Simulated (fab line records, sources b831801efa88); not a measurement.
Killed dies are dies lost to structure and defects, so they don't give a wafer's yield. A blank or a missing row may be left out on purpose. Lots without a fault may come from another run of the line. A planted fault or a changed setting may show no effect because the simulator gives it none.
fab line records | flow sky130
record lots=5 wafers=15 last_day=50
route steps=708 shown CAPM@546 METAL3@555 VIA3@573
lots that met no fault: from a run of the same line without faults
start_h: hours from the record's first day to the start of the lot's first wafer shown | wait_h: hours since the lot's step before | " the same as in the row above | L1.1+2: a row that stands for several wafers | - no value, or no start given | * or withheld: withheld | < > ~ a bound
route shown NAME@n: a module of which the file shows steps, and the number in the route of the first | usual: mean/standard deviation of fault-free wafers | same: alike in all rows | chamber/n: place in a boat | sites: the reading at each site | _std_site: their standard deviation | _edge_site: outer sites' mean less inner sites' | radius_mm: how far each site lies from the wafer's centre | mask NAME#n: copy n | behind: the tool/chamber that last shaped the wafer | hold: why the lot was held/for how many hours/how that ended | device: the transistor (n, p or np) that didn't switch | end of line: the same wafers' tests at the end of the route | a step without rows: its recipe alone | killed: dies lost to structure and defects at the first sort, not the wafer's yield | map: a wafer's dies, x killed, . not, _ none there
set.NAME: the setting as run; set.NAME@STEP: as run at that earlier step | model.NAME: the simulator's own value behind a step, which no gauge read
lots at some steps of the route; a table a step, a row a wafer
services: from which hour (start_h, from the record's first day; less than 0 if before it) a tool's chamber was out of use, for how many hours, and why
## steps
# step SKY_CAPM_EXPOSE_09
# recipe mask_id=CAPM na=0.6 source_shape=conventional sigma_outer=0.6 polarization=unpolarized target_cd_nm=1000 dose_mj=159
# columns lot.wafer tool chamber start_h wait_h mask
L076.2+3+5 iline_stepper-01 0 - - CAPM#0
L080.2+3+5 iline_stepper-02 0 - - CAPM#0
L081.1+2+5 iline_stepper-02 0 - - CAPM#0
L084.1+3+6 iline_stepper-02 0 - - CAPM#0
L093.2+4+6 iline_stepper-01 0 - - CAPM#0
# step SKY_CAPM_PEB_10
# recipe temp_c=withheld time_s=* resist=NOVOLAK
# usual resist_line_temp_C=*
# columns lot.wafer tool chamber start_h wait_h resist_line_temp_C
L076.2 litho_track-01 0 - - *
L076.3 " 0 " " *
L076.5 " 0 " " *
L080.2 litho_track-03 0 - - *
L080.3 " 0 " " *
L080.5 " 0 " " *
L081.1 litho_track-03 0 - - *
L081.2 " 0 " " *
L081.5 " 0 " " *
L084.1 litho_track-03 0 - - *
L084.3 " 0 " " *
L084.6 " 0 " " *
L093.2 litho_track-04 0 - - *
L093.4 " 0 " " *
L093.6 " 0 " " *
# step SKY_CAPM_DEVELOP_11
# recipe resist=NOVOLAK developer=TMAH develop_time_s=60 dev_temp_c=23
# usual resist_line_temp_C=23.01/0.1
# columns lot.wafer tool chamber start_h wait_h resist_line_temp_C
L076.2 litho_track-01 0 903.20 0.1 23.02
L076.3 " 0 " " 22.90
L076.5 " 0 " " 23.08
L080.2 litho_track-03 0 924.21 0.1 23.13
L080.3 " 0 " " 23.24
L080.5 " 0 " " 23.10
L081.1 litho_track-03 0 930.03 0.1 23.12
L081.2 " 0 " " 22.86
L081.5 " 0 " " 23.06
L084.1 litho_track-03 0 952.33 0.1 22.95
L084.3 " 0 " " 23.16
L084.6 " 0 " " 23.15
L093.2 litho_track-04 0 1018.37 0.1 23.01
L093.4 " 0 " " 22.98
L093.6 " 0 " " 22.97
# step SKY_CAPM_OVL_MEAS_12
# usual CAPM_OVL=-0.8/1.7
# columns lot.wafer tool chamber start_h wait_h CAPM_OVL[nm]
L076.2 overlay-02 - 903.34 0.1 -0.6
L076.3 " - " " -0.2
L076.5 " - " " 0.3
L080.2 overlay-01 - 924.34 0.1 1.5
L080.3 " - " " 1.3
L080.5 " - " " 0.6
L081.1 overlay-02 - 930.18 0.1 -3.1
L081.2 " - " " -3.6
L081.5 " - " " -2.6
L084.1 overlay-02 - 952.48 0.1 -3.8
L084.3 " - " " -2.8
L084.6 " - " " -2.3
L093.2 overlay-02 - 1018.50 0.1 -0.7
L093.4 " - " " 1.3
L093.6 " - " " 0.0
# step SKY_CAPM_METAL_ETCH_13
# recipe target_depth_nm=220 stop_on=SiO2 chemistry=Cl2/BCl3 target=TiN pressure_mtorr=10 icp_w=900 bias_w=48.5 Cl2_flow_sccm=60 bcl3_flow_sccm=30 time_s=62.9
# usual drypump_motor_current_A=5.8/0.52 oes_product_au=0.942/0.0065 throttle_valve_pct=21.901/0.01
# columns lot.wafer tool chamber start_h wait_h drypump_motor_current_A oes_product_au rf_hours_counter_h throttle_valve_pct
L076.2 rie_metal-02 0 903.37 0.0 5.5 0.944 16 21.905
L076.3 " 0 " " 5.5 0.937 - 21.889
L076.5 " 0 " " 5.5 0.928 - 21.904
L080.2 rie_metal-02 0 924.37 0.0 5.5 0.936 17 21.909
L080.3 " 1 " " 5.5 0.945 - 21.891
L080.5 " 0 " " 5.4 0.936 - 21.904
L081.1 rie_metal-04 0 930.22 0.0 6.6 0.951 11 21.887
L081.2 " 1 " " 5.9 0.938 16 21.895
L081.5 " 0 " " 6.6 0.947 - 21.884
L084.1 rie_metal-01 0 952.52 0.0 6.0 0.941 10 21.891
L084.3 " 1 " " 5.1 0.961 - 21.885
L084.6 " 1 " " 5.1 0.939 - 21.909
L093.2 rie_metal-01 1 1018.53 0.0 5.1 0.937 16 21.918
L093.4 " 1 " " 5.1 0.936 - 21.914
L093.6 " 1 " " 5.1 0.946 - 21.888
# step SKY_CAPM_STRIP_14
# recipe chemistry=O2/N2 power_w=1400 pressure_mtorr=1500 platen_temp_c=withheld o2_flow_sccm=3000 n2_flow_sccm=300 overash_fraction=0.5
# usual drypump_motor_current_A=5.9/0.31 oes_product_au=0.711/0.0047 strip_time_to_endpoint_s=12.62/0.048
# columns lot.wafer tool chamber start_h wait_h drypump_motor_current_A oes_product_au rf_hours_counter_h strip_time_to_endpoint_s
L076.2 plasma_asher-03 0 903.44 0.1 6.1 0.710 47 12.65
L076.3 " 0 " " 6.1 0.711 - 12.65
L076.5 " 1 " " 5.4 0.710 - 12.66
L080.2 plasma_asher-04 0 924.44 0.1 5.6 0.710 81 12.67
L080.3 " 0 " " 5.6 0.703 - 12.64
L080.5 " 0 " " 5.6 0.710 - 12.66
L081.1 plasma_asher-03 0 930.29 0.1 6.1 0.713 50 12.56
L081.2 " 1 " " 5.4 0.715 50 12.60
L081.5 " 1 " " 5.4 0.711 - 12.54
L084.1 plasma_asher-03 1 952.60 0.1 5.4 0.709 52 12.59
L084.3 " 0 " " 6.1 0.704 - 12.57
L084.6 " 1 " " 5.4 0.708 - 12.62
L093.2 plasma_asher-03 1 1018.61 0.1 5.4 0.706 59 12.72
L093.4 " 0 " " 6.1 0.711 - 12.66
L093.6 " 0 " " 6.1 0.706 - 12.71
# step SKY_CAPM_STRIP_15
# recipe chemistry=post_etch_residue_remover time_s=1200 temp_c=72.5
# usual bath_guard_temp_C=72.8/0.57
# columns lot.wafer tool chamber start_h wait_h bath_guard_temp_C
L076.2 wet_bench-04 2 903.54 0.1 73.9
L076.3 " 2 " " 73.7
L076.5 " 2 " " 73.3
L080.2 wet_bench-04 3 924.54 0.1 72.3
L080.3 " 3 " " 72.4
L080.5 " 3 " " 72.5
L081.1 wet_bench-04 2 930.39 0.1 74.3
L081.2 " 2 " " 74.1
L081.5 " 2 " " 73.8
L084.1 wet_bench-04 3 952.70 0.1 72.7
L084.3 " 3 " " 72.7
L084.6 " 3 " " 72.4
L093.2 wet_bench-03 3 1018.71 0.1 72.6
L093.4 " 3 " " 72.8
L093.6 " 3 " " 72.9
# step SKY_CAPM_CLEAN_16
# recipe chemistry=IPA time_s=180 temp_c=25
# columns lot.wafer tool chamber start_h wait_h
L076.2+3+5 wet_bench-03 2 903.88 0.0
L080.2+3+5 wet_bench-03 2 924.89 0.0
L081.1+2+5 wet_bench-03 2 930.77 0.0
L084.1+3+6 wet_bench-02 1 953.07 0.0
L093.2+4+6 wet_bench-02 0 1019.05 0.0
# step SKY_CAPM_CLEAN_17
# recipe chemistry=O3/DIW dry=n2_spin
# columns lot.wafer tool chamber start_h wait_h
L076.2+3+5 wet_bench-03 1 903.95 0.0
L080.2+3+5 wet_bench-04 0 924.94 0.0
L081.1+2+5 wet_bench-02 2 930.83 0.0
L084.1+3+6 wet_bench-04 1 953.13 0.0
L093.2+4+6 wet_bench-04 1 1019.11 0.0
# step SKY_METAL3_DEHYDRATE_05
# recipe temp_c=200 time_s=60
# usual resist_line_temp_C=23.00/0.095
# columns lot.wafer tool chamber start_h wait_h resist_line_temp_C
L076.2 litho_track-04 0 915.97 11.9 22.98
L076.3 " 0 " " 23.00
L076.5 " 0 " " 22.92
L080.2 litho_track-03 0 936.51 11.5 22.98
L080.3 " 0 " " 23.11
L080.5 " 0 " " 23.04
L081.1 litho_track-02 0 942.50 11.6 23.05
L081.2 " 0 " " 22.94
L081.5 " 0 " " 23.07
L084.1 litho_track-04 0 963.79 10.6 23.10
L084.3 " 0 " " 23.13
L084.6 " 0 " " 23.01
L093.2 litho_track-02 0 1031.03 11.8 22.95
L093.4 " 0 " " 22.93
L093.6 " 0 " " 23.10
# step SKY_METAL3_HMDS_06
# recipe prime_time_s=60 prime_temp_c=120
# usual prime_temp_c=120.00/0.14 resist_line_temp_C=22.99/0.11
# columns lot.wafer tool chamber start_h wait_h prime_temp_c resist_line_temp_C
L076.2 litho_track-04 0 916.12 0.1 120.07 22.84
L076.3 " 0 " " 119.97 22.93
L076.5 " 0 " " 119.93 22.84
L080.2 litho_track-03 0 936.66 0.1 120.05 22.91
L080.3 " 0 " " 120.02 22.95
L080.5 " 0 " " 120.02 22.87
L081.1 litho_track-02 0 942.65 0.1 120.08 23.01
L081.2 " 0 " " 120.05 22.97
L081.5 " 0 " " 120.08 22.89
L084.1 litho_track-04 0 963.94 0.1 120.10 23.04
L084.3 " 0 " " 120.05 23.10
L084.6 " 0 " " 119.77 23.18
L093.2 litho_track-02 0 1031.18 0.1 120.08 23.01
L093.4 " 0 " " 120.03 22.88
L093.6 " 0 " " 120.06 23.01
# step SKY_METAL3_COAT_07
# recipe resist=BARC temp_c=withheld time_s=withheld spin_rpm=3000 resist_thk_nm=60
# usual resist_line_temp_C=*
# columns lot.wafer tool chamber start_h wait_h resist_line_temp_C
L076.2 litho_track-04 0 916.27 0.1 *
L076.3 " 0 " " *
L076.5 " 0 " " *
L080.2 litho_track-03 0 936.81 0.1 *
L080.3 " 0 " " *
L080.5 " 0 " " *
L081.1 litho_track-02 0 942.80 0.1 *
L081.2 " 0 " " *
L081.5 " 0 " " *
L084.1 litho_track-04 0 964.09 0.1 *
L084.3 " 0 " " *
L084.6 " 0 " " *
L093.2 litho_track-02 0 1031.33 0.1 *
L093.4 " 0 " " *
L093.6 " 0 " " *
# step SKY_METAL3_COAT_08
# recipe resist=KrF-thick spin_rpm=3000 resist_thk_nm=1140
# usual resist_line_temp_C=22.99/0.12
# columns lot.wafer tool chamber start_h wait_h resist_line_temp_C
L076.2 litho_track-04 0 - - 23.11
L076.3 " 0 " " 22.98
L076.5 " 0 " " 22.92
L080.2 litho_track-03 0 - - 23.15
L080.3 " 0 " " 23.27
L080.5 " 0 " " 23.06
L081.1 litho_track-02 0 - - 22.79
L081.2 " 0 " " 22.79
L081.5 " 0 " " 22.82
L084.1 litho_track-04 0 - - 23.06
L084.3 " 0 " " 22.95
L084.6 " 0 " " 23.01
L093.2 litho_track-02 0 - - 22.90
L093.4 " 0 " " 23.12
L093.6 " 0 " " 22.88
# step SKY_METAL3_SOFTBAKE_09
# recipe temp_c=100 time_s=90 resist=KrF-thick
# usual resist_line_temp_C=22.99/0.11
# columns lot.wafer tool chamber start_h wait_h resist_line_temp_C
L076.2 litho_track-04 0 - - 23.09
L076.3 " 0 " " 22.97
L076.5 " 0 " " 23.03
L080.2 litho_track-03 0 - - 22.97
L080.3 " 0 " " 23.04
L080.5 " 0 " " 22.91
L081.1 litho_track-02 0 - - 23.23
L081.2 " 0 " " 23.16
L081.5 " 0 " " 23.01
L084.1 litho_track-04 0 - - 22.91
L084.3 " 0 " " 22.96
L084.6 " 0 " " 22.91
L093.2 litho_track-02 0 - - 23.10
L093.4 " 0 " " 22.82
L093.6 " 0 " " 23.18
# step SKY_METAL3_EXPOSE_10
# recipe mask_id=MM3 na=0.68 source_shape=annular sigma_inner=0.4 sigma_outer=0.8 target_cd_nm=300 dose_mj=28
# columns lot.wafer tool chamber start_h wait_h mask
L076.2+3+5 krf_scanner-02 0 - - MM3#0
L080.2+3+5 krf_scanner-02 0 - - MM3#0
L081.1+2+5 krf_scanner-02 0 - - MM3#0
L084.1+3+6 krf_scanner-02 0 - - MM3#0
L093.2+4+6 krf_scanner-02 0 - - MM3#0
# step SKY_METAL3_PEB_11
# recipe peb_temp_c=withheld peb_time_s=withheld resist=KrF-thick
# usual resist_line_temp_C=*
# columns lot.wafer tool chamber start_h wait_h resist_line_temp_C
L076.2 litho_track-04 0 - - *
L076.3 " 0 " " *
L076.5 " 0 " " *
L080.2 litho_track-04 0 - - *
L080.3 " 0 " " *
L080.5 " 0 " " *
L081.1 litho_track-04 0 - - *
L081.2 " 0 " " *
L081.5 " 0 " " *
L084.1 litho_track-02 0 - - *
L084.3 " 0 " " *
L084.6 " 0 " " *
L093.2 litho_track-02 0 - - *
L093.4 " 0 " " *
L093.6 " 0 " " *
# step SKY_METAL3_DEVELOP_12
# recipe develop_time_s=60 resist=KrF-thick dev_temp_c=21
# usual resist_line_temp_C=23.00/0.095
# columns lot.wafer tool chamber start_h wait_h resist_line_temp_C
L076.2 litho_track-04 0 - - 23.04
L076.3 " 0 " " 23.02
L076.5 " 0 " " 23.00
L080.2 litho_track-04 0 - - 23.11
L080.3 " 0 " " 23.15
L080.5 " 0 " " 23.16
L081.1 litho_track-04 0 - - 22.93
L081.2 " 0 " " 23.05
L081.5 " 0 " " 23.10
L084.1 litho_track-02 0 - - 22.93
L084.3 " 0 " " 22.88
L084.6 " 0 " " 22.92
L093.2 litho_track-02 0 - - 22.93
L093.4 " 0 " " 23.24
L093.6 " 0 " " 23.10
# step SKY_METAL3_CD_MEAS_13
# recipe target_cd_nm=300
# usual cd_nm=299.8/1.3
# columns lot.wafer tool chamber start_h wait_h cd_nm
L076.2 cd_sem-02 - 929.36 - 301.9
L076.3 " - " " 302.7
L076.5 " - " " 302.6
L080.2 cd_sem-02 - 950.16 - 300.9
L080.3 " - " " 300.2
L080.5 " - " " 298.5
L081.1 cd_sem-02 - 955.94 - 299.1
L081.2 " - " " 299.7
L081.5 " - " " 298.6
L084.1 cd_sem-01 - 977.61 - 301.6
L084.3 " - " " 300.9
L084.6 " - " " 298.9
L093.2 cd_sem-01 - 1042.63 - 299.8
L093.4 " - " " 299.7
L093.6 " - " " 299.8
# step SKY_METAL3_OVL_MEAS_14
# usual METAL3_OVL=4/5.4
# columns lot.wafer tool chamber start_h wait_h METAL3_OVL[nm]
L076.2 overlay-01 - 929.47 0.1 -4
L076.3 " - " " -4
L076.5 " - " " -5
L080.2 overlay-01 - 950.27 0.1 -5
L080.3 " - " " -4
L080.5 " - " " -7
L081.1 overlay-02 - 956.06 0.1 10
L081.2 " - " " 3
L081.5 " - " " 7
L084.1 overlay-01 - 977.73 0.1 11
L084.3 " - " " 5
L084.6 " - " " 17
L093.2 overlay-02 - 1042.73 0.1 0
L093.4 " - " " -1
L093.6 " - " " 6
# step SKY_METAL3_DESCUM_15
# recipe chemistry=O2 source_power_w=150 bias_power_w=0 pressure_mtorr=10 temp_c=40 time_s=8
# usual drypump_motor_current_A=5.59/0.26 oes_product_au=1.006/0.011
# columns lot.wafer tool chamber start_h wait_h drypump_motor_current_A oes_product_au rf_hours_counter_h
L076.2 rie_metal-03 1 929.50 0.0 5.81 1.004 1
L076.3 " 1 " " 5.83 1.005 -
L076.5 " 0 " " 5.67 0.996 -
L080.2 rie_metal-02 1 950.30 0.0 5.47 1.020 11
L080.3 " 1 " " 5.50 1.014 -
L080.5 " 0 " " 5.45 0.995 -
L081.1 rie_metal-03 0 956.10 0.0 5.66 1.005 19
L081.2 " 1 " " 5.81 1.016 2
L081.5 " 1 " " 5.78 1.005 -
L084.1 rie_metal-03 0 977.76 0.0 5.65 1.001 20
L084.3 " 1 " " 5.82 1.008 -
L084.6 " 1 " " 5.83 1.019 -
L093.2 rie_metal-01 1 1042.76 0.0 5.13 1.008 17
L093.4 " 0 " " 6.02 1.018 -
L093.6 " 1 " " 5.12 1.007 -
# step SKY_METAL3_ETCH_16
# recipe chemistry=N2/H2 target=BARC ion_energy_ev=200 bias_w=100 pressure_mtorr=30 n2_flow_sccm=100 h2_flow_sccm=200 icp_w=500 stop_on=SiO2 time_s=88.2 target_depth_a=600
# usual drypump_motor_current_A=5.60/0.26 h2_flow_sccm=200.0/0.61 oes_product_au=0.626/0.0044 throttle_valve_pct=13.205/0.0095
# columns lot.wafer tool chamber start_h wait_h drypump_motor_current_A h2_flow_sccm oes_product_au rf_hours_counter_h throttle_valve_pct
L076.2 rie_metal-03 1 929.53 0.0 5.83 200.9 0.620 1 13.196
L076.3 " 1 " " 5.82 199.2 0.630 - 13.207
L076.5 " 0 " " 5.71 201.5 0.631 - 13.206
L080.2 rie_metal-02 1 950.33 0.0 5.50 199.5 0.627 11 13.204
L080.3 " 1 " " 5.50 199.9 0.621 - 13.207
L080.5 " 0 " " 5.49 199.3 0.621 - 13.209
L081.1 rie_metal-03 0 956.13 0.0 5.69 199.0 0.628 19 13.204
L081.2 " 1 " " 5.86 199.5 0.631 2 13.202
L081.5 " 1 " " 5.84 200.3 0.637 - 13.190
L084.1 rie_metal-03 0 977.79 0.0 5.68 199.9 0.624 20 13.217
L084.3 " 1 " " 5.84 199.5 0.630 - 13.205
L084.6 " 1 " " 5.83 199.8 0.633 - 13.197
L093.2 rie_metal-01 1 1042.79 0.0 5.15 200.9 0.631 17 13.216
L093.4 " 0 " " 6.04 200.9 0.631 - 13.231
L093.6 " 1 " " 5.15 200.4 0.623 - 13.208
# step SKY_METAL3_ETCH_17
# recipe target=SiO2 stop_on=TiN chemistry=C4F8/O2/Ar source_w=1500 bias_w=1200 pressure_mtorr=40 c4f8_flow_sccm=withheld O2_flow_sccm=6 Ar_flow_sccm=300 time_s=3.9 target_depth_a=150
# usual oes_product_au=0.756/0.0072
# columns lot.wafer tool chamber start_h wait_h oes_product_au rf_hours_counter_h
L076.2 rie_diel-03 3 929.63 0.1 0.762 16
L076.3 " 0 " " 0.762 7
L076.5 " 2 " " 0.763 -
L080.2 rie_diel-04 2 950.43 0.1 0.755 8
L080.3 " 2 " " 0.759 -
L080.5 " 1 " " 0.763 -
L081.1 rie_diel-03 1 956.23 0.1 0.759 3
L081.2 " 0 " " 0.746 8
L081.5 " 0 " " 0.754 -
L084.1 rie_diel-01 2 977.89 0.1 0.749 26
L084.3 " 3 " " 0.754 20
L084.6 " 1 " " 0.757 -
L093.2 rie_diel-04 2 1042.89 0.1 0.751 11
L093.4 " 0 " " 0.762 20
L093.6 " 3 " " 0.750 -
# step SKY_METAL3_METAL_ETCH_18
# recipe target_depth_a=8450 stop_on=SiO2 over_etch_frac=0.3 time_s=183.1 chemistry=Cl2/BCl3 resist_sidewall_deg=88 pressure_mtorr=10 icp_w=900 bias_w=48.5 Cl2_flow_sccm=60 bcl3_flow_sccm=30
# usual drypump_motor_current_A=5.6/0.33 oes_product_au=0.866/0.0065 throttle_valve_pct=22.263/0.0088
# columns lot.wafer tool chamber start_h wait_h drypump_motor_current_A oes_product_au rf_hours_counter_h throttle_valve_pct
L076.2 rie_metal-02 1 929.65 0.0 5.5 0.863 10 22.275
L076.3 " 0 " " 5.5 0.862 - 22.256
L076.5 " 1 " " 5.5 0.872 - 22.269
L080.2 rie_metal-03 1 950.46 0.0 5.8 0.861 2 22.265
L080.3 " 1 " " 5.8 0.858 - 22.256
L080.5 " 0 " " 5.6 0.847 - 22.280
L081.1 rie_metal-02 0 956.25 0.0 5.5 0.872 19 22.264
L081.2 " 1 " " 5.5 0.874 12 22.277
L081.5 " 0 " " 5.5 0.873 - 22.269
L084.1 rie_metal-02 0 977.91 0.0 5.4 0.862 20 22.265
L084.3 " 1 " " 5.5 0.855 - 22.271
L084.6 " 0 " " 5.5 0.858 - 22.256
L093.2 rie_metal-02 0 1042.91 0.0 5.5 0.866 2 22.256
L093.4 " 0 " " 5.5 0.864 - 22.254
L093.6 " 0 " " 5.5 0.877 - 22.267
# step SKY_METAL3_STRIP_19
# recipe chemistry=O2/N2 power_w=1400 pressure_mtorr=1500 platen_temp_c=withheld o2_flow_sccm=3000 n2_flow_sccm=300 overash_fraction=0.5
# usual drypump_motor_current_A=5.86/0.25 oes_product_au=0.500/0.005 strip_time_to_endpoint_s=6.48/0.077
# columns lot.wafer tool chamber start_h wait_h drypump_motor_current_A oes_product_au rf_hours_counter_h strip_time_to_endpoint_s
L076.2 plasma_asher-04 1 929.82 0.1 6.08 0.502 81 6.53
L076.3 " 0 " " 5.54 0.502 - 6.61
L076.5 " 0 " " 5.56 0.501 - 6.49
L080.2 plasma_asher-02 1 950.63 0.1 6.28 0.491 20 6.40
L080.3 " 0 " " 5.89 0.496 - 6.43
L080.5 " 0 " " 5.88 0.497 - 6.51
L081.1 plasma_asher-01 0 956.42 0.1 5.59 0.501 108 6.58
L081.2 " 1 " " 5.86 0.501 108 6.46
L081.5 " 0 " " 5.61 0.512 - 6.62
L084.1 plasma_asher-02 1 978.09 0.1 6.28 0.501 22 6.63
L084.3 " 1 " " 6.30 0.501 - 6.48
L084.6 " 0 " " 5.89 0.506 - 6.61
L093.2 plasma_asher-04 0 1043.09 0.1 5.55 0.510 93 6.60
L093.4 " 1 " " 6.10 0.505 - 6.57
L093.6 " 0 " " 5.56 0.507 - 6.61
# step SKY_METAL3_STRIP_20
# recipe chemistry=post_etch_residue_remover time_s=1200 temp_c=72.5
# usual bath_guard_temp_C=72.6/0.38
# columns lot.wafer tool chamber start_h wait_h bath_guard_temp_C
L076.2 wet_bench-02 0 929.92 0.1 72.0
L076.3 " 0 " " 72.4
L076.5 " 0 " " 72.7
L080.2 wet_bench-03 3 950.73 0.1 73.0
L080.3 " 3 " " 73.0
L080.5 " 3 " " 72.7
L081.1 wet_bench-01 3 956.52 0.1 72.4
L081.2 " 3 " " 72.7
L081.5 " 3 " " 72.8
L084.1 wet_bench-02 0 978.19 0.1 72.7
L084.3 " 0 " " 72.4
L084.6 " 0 " " 72.3
L093.2 wet_bench-01 3 1043.19 0.1 72.9
L093.4 " 3 " " 72.6
L093.6 " 3 " " 72.4
# step SKY_METAL3_CLEAN_21
# recipe chemistry=IPA time_s=180 temp_c=25
# columns lot.wafer tool chamber start_h wait_h
L076.2+3+5 wet_bench-03 1 930.27 0.0
L080.2+3+5 wet_bench-03 2 951.11 0.0
L081.1+2+5 wet_bench-01 3 956.90 0.0
L084.1+3+6 wet_bench-03 3 978.53 0.0
L093.2+4+6 wet_bench-03 0 1043.53 0.0
# step SKY_METAL3_CLEAN_22
# recipe chemistry=O3/DIW dry=n2_spin
# columns lot.wafer tool chamber start_h wait_h
L076.2+3+5 wet_bench-01 0 930.32 0.0
L080.2+3+5 wet_bench-02 0 951.17 0.0
L081.1+2+5 wet_bench-01 1 956.96 0.0
L084.1+3+6 wet_bench-01 0 978.59 0.0
L093.2+4+6 wet_bench-01 0 1043.65 0.0
# step SKY_VIA3_HDPCVD_00
# recipe material=SiO2 target_thk_nm=1635 sigma_open_frac=0.3 time_s=272.5 temp_c=400 sih4_flow_sccm=60 pressure_mtorr=6
# columns lot.wafer tool chamber start_h wait_h
L076.2+3+5 hdpcvd-02 2,1,1 930.42 0.0
L080.2+3+5 hdpcvd-02 1,2,2 951.26 0.0
L081.1+2+5 hdpcvd-02 1,0,1 957.06 0.0
L084.1+3+6 hdpcvd-01 0,1,0 978.68 0.0
L093.2+4+6 hdpcvd-01 0,1,2 1043.74 0.0
# step SKY_VIA3_THK_MEAS_01
# recipe reads=SiO2_of_VIA3_HDPCVD_00
# usual VIA3_HDPCVD_THK=1630/23
# columns lot.wafer tool chamber start_h wait_h VIA3_HDPCVD_THK[nm]
L076.2 film_metro-04 - 930.59 0.1 1644
L076.3 " - " " 1607
L076.5 " - " " 1602
L080.2 film_metro-02 - 951.44 0.1 1635
L080.3 " - " " 1653
L080.5 " - " " 1657
L081.1 film_metro-04 - 957.23 0.1 1593
L081.2 " - " " 1592
L081.5 " - " " 1604
L084.1 film_metro-04 - 978.85 0.1 1674
L084.3 " - " " 1664
L084.6 " - " " 1682
L093.2 film_metro-04 - 1043.92 0.1 1618
L093.4 " - " " 1630
L093.6 " - " " 1630
# step SKY_VIA3_CMP_02
# recipe material=SiO2 down_force_psi=4 platen_rpm=60 pad_velocity_m_s=0.94248
# usual motor_current_A=11.7/1.2
# columns lot.wafer tool chamber start_h wait_h motor_current_A
L076.2 cmp-01 1 930.69 0.1 12.0
L076.3 " 2 " " 10.0
L076.5 " 1 " " 12.3
L080.3 cmp-02 2 951.54 0.1 13.6
L080.2 " 3 " " 12.5
L080.5 " 1 " " 11.9
L081.1 cmp-02 3 957.29 0.1 12.0
L081.2 " 0 " " 10.5
L081.5 " 0 " " 10.3
L084.3 cmp-01 1 978.91 0.0 12.1
L084.1 " 3 " " 13.9
L084.6 " 2 " " 10.2
L093.2 cmp-02 0 1043.97 0.0 10.6
L093.4 " 2 " " 13.7
L093.6 " 0 " " 11.0
# step SKY_VIA3_BOW_MEAS_03
# recipe mode=bow
# usual VIA3_BOW=80/8
# columns lot.wafer tool chamber start_h wait_h VIA3_BOW[um]
L076.2 film_metro-03 - 930.96 0.2 69
L076.3 " - " " 74
L076.5 " - " " 70
L080.2 film_metro-02 - 951.84 0.2 80
L080.3 " - " " 83
L080.5 " - " " 78
L081.1 film_metro-04 - 957.59 0.2 82
L081.2 " - " " 79
L081.5 " - " " 76
L084.1 film_metro-03 - 979.21 0.1 80
L084.3 " - " " 79
L084.6 " - " " 94
L093.2 film_metro-03 - 1044.29 0.3 88
L093.4 " - " " 80
L093.6 " - " " 89
# step SKY_VIA3_DEHYDRATE_04
# recipe temp_c=200 time_s=60
# usual resist_line_temp_C=22.97/0.092
# columns lot.wafer tool chamber start_h wait_h resist_line_temp_C
L076.2 litho_track-01 0 943.01 12.0 22.98
L076.3 " 0 " " 22.84
L076.5 " 0 " " 22.85
L080.2 litho_track-02 0 962.53 10.7 23.08
L080.3 " 0 " " 23.13
L080.5 " 0 " " 23.06
L081.1 litho_track-04 0 968.69 11.1 23.17
L081.2 " 0 " " 23.02
L081.5 " 0 " " 22.92
L084.1 litho_track-01 0 990.73 11.5 22.97
L084.3 " 0 " " 23.02
L084.6 " 0 " " 22.99
L093.2 litho_track-04 0 1055.32 11.0 22.92
L093.4 " 0 " " 22.96
L093.6 " 0 " " 22.92
# step SKY_VIA3_HMDS_05
# recipe prime_time_s=60 prime_temp_c=120
# usual prime_temp_c=120.02/0.13 resist_line_temp_C=22.99/0.1
# columns lot.wafer tool chamber start_h wait_h prime_temp_c resist_line_temp_C
L076.2 litho_track-01 0 943.16 0.1 119.96 22.76
L076.3 " 0 " " 120.04 22.92
L076.5 " 0 " " 119.85 22.97
L080.2 litho_track-02 0 962.68 0.1 119.99 23.17
L080.3 " 0 " " 119.93 22.97
L080.5 " 0 " " 119.92 23.04
L081.1 litho_track-04 0 968.84 0.1 119.94 22.84
L081.2 " 0 " " 120.18 22.78
L081.5 " 0 " " 119.93 22.86
L084.1 litho_track-01 0 990.88 0.1 120.00 22.84
L084.3 " 0 " " 119.94 22.96
L084.6 " 0 " " 120.22 22.99
L093.2 litho_track-04 0 1055.47 0.1 120.15 22.99
L093.4 " 0 " " 119.95 23.03
L093.6 " 0 " " 120.31 23.06
# step SKY_VIA3_COAT_06
# recipe resist=BARC temp_c=withheld time_s=withheld spin_rpm=3000 resist_thk_nm=60
# usual resist_line_temp_C=*
# columns lot.wafer tool chamber start_h wait_h resist_line_temp_C
L076.2 litho_track-01 0 943.31 0.1 *
L076.3 " 0 " " *
L076.5 " 0 " " *
L080.2 litho_track-02 0 962.83 0.1 *
L080.3 " 0 " " *
L080.5 " 0 " " *
L081.1 litho_track-04 0 968.99 0.1 *
L081.2 " 0 " " *
L081.5 " 0 " " *
L084.1 litho_track-01 0 991.03 0.1 *
L084.3 " 0 " " *
L084.6 " 0 " " *
L093.2 litho_track-04 0 1055.62 0.1 *
L093.4 " 0 " " *
L093.6 " 0 " " *
# step SKY_VIA3_COAT_07
# recipe resist=KrF-thick spin_rpm=3000 resist_thk_nm=450
# usual resist_line_temp_C=22.98/0.099
# columns lot.wafer tool chamber start_h wait_h resist_line_temp_C
L076.2 litho_track-01 0 - - 23.08
L076.3 " 0 " " 22.94
L076.5 " 0 " " 22.98
L080.2 litho_track-02 0 - - 22.88
L080.3 " 0 " " 22.90
L080.5 " 0 " " 22.92
L081.1 litho_track-04 0 - - 23.11
L081.2 " 0 " " 23.12
L081.5 " 0 " " 22.78
L084.1 litho_track-01 0 - - 22.76
L084.3 " 0 " " 22.82
L084.6 " 0 " " 23.00
L093.2 litho_track-04 0 - - 23.09
L093.4 " 0 " " 22.84
L093.6 " 0 " " 23.07
## services
# columns tool chamber start_h hours kind
krf_scanner-02 - 883.32 1.5 repair
hdpcvd-01 - 883.98 14.6 pm
krf_scanner-02 - 884.85 1.3 pm
iline_stepper-01 - 894.56 2.3 repair
plasma_asher-02 - 894.69 10.6 repair
cmp-01 - 901.02 0.4 repair
rie_diel-04 3 901.89 3.1 repair
cmp-01 - 911.82 1.1 repair
cmp-02 - 912.41 4.0 pm
cmp-01 - 916.41 6.4 pm
krf_scanner-02 - 924.83 0.8 pm
rie_diel-04 3 934.55 16.0 repair
rie_diel-04 0 947.99 9.5 repair
krf_scanner-02 - 951.99 1.0 pm
hdpcvd-02 - 978.59 0.5 repair
rie_metal-02 - 997.21 1.5 repair
cmp-02 - 1006.37 0.3 repair
rie_metal-03 - 1008.56 14.6 pm
cmp-02 - 1010.78 0.5 repair
iline_stepper-02 - 1010.93 1.7 pm
rie_metal-01 - 1012.74 2.8 pm
krf_scanner-02 - 1021.19 3.6 pm
krf_scanner-02 - 1040.76 1.4 repair
rie_metal-03 - 1044.14 2.8 pm
## key
fault none
